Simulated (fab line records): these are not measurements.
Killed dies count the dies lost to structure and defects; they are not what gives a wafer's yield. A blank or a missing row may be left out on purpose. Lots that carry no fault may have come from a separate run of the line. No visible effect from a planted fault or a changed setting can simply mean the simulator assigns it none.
Chamber matching :: flow sky130 :: 4 sister chambers for SKY_METAL4_ETCH_17 on rie_diel-03
The step etches SiO2 in C4F8/O2/Ar, stops on TiN, time 3.9 s, target depth 15 nm. 4 wafers are shown with their chamber, then 8 later ones without.

## WAFERS, EACH WITH ITS CHAMBER
wafer: L924.3
chamber: 1
rf_fwd_power_W (W): 1465

wafer: L925.1
chamber: 2
rf_fwd_power_W (W): 1474

wafer: L929.4
chamber: 3
rf_fwd_power_W (W): 1472

wafer: L933.1
chamber: 0
rf_fwd_power_W (W): 1466

## WAFERS MISSING THEIR CHAMBER
wafer: L933.5
rf_fwd_power_W (W): 1477

wafer: L933.6
rf_fwd_power_W (W): 1461

wafer: L936.4
rf_fwd_power_W (W): 1465

wafer: L936.5
rf_fwd_power_W (W): 1470

wafer: L936.6
rf_fwd_power_W (W): 1483

wafer: L937.2
rf_fwd_power_W (W): 1483

wafer: L937.4
rf_fwd_power_W (W): 1464

wafer: L937.5
rf_fwd_power_W (W): 1460

## WHICH CHAMBER EACH ONE RAN IN
wafer: L933.5
from the rows above: can't be placed: 2 or 3 or 0 or 1
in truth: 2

wafer: L933.6
from the rows above: can't be placed: 1 or 0 or 3 or 2
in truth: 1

wafer: L936.4
from the rows above: can't be placed: 1 or 0 or 3 or 2
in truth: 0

wafer: L936.5
from the rows above: can't be placed: 3 or 0 or 2 or 1
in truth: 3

wafer: L936.6
from the rows above: can't be placed: 2 or 3 or 0 or 1
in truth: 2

wafer: L937.2
from the rows above: can't be placed: 2 or 3 or 0 or 1
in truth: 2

wafer: L937.4
from the rows above: can't be placed: 1 or 0 or 3 or 2
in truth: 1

wafer: L937.5
from the rows above: can't be placed: 1 or 0 or 3 or 2
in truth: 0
Correctly placed: 0 of 8. Unplaceable from these rows: 8, with the true chamber sitting among the candidates in 8. Number placed wrongly: 0.
How it was worked out, from the rows above alone: a wafer's distance from a chamber is the root of the sum, over the readings, of the square of ((its reading less the chamber's mean) divided by the reading's scatter). The wafer belongs to the nearest chamber; if the next one is less than 2 further off, it can't be placed. For every chamber, the mean is computed from those of its wafers that are shown. The scatter: with one shown wafer a chamber, the root of the mean of the squares of how far each hidden wafer lies from its nearest shown one.
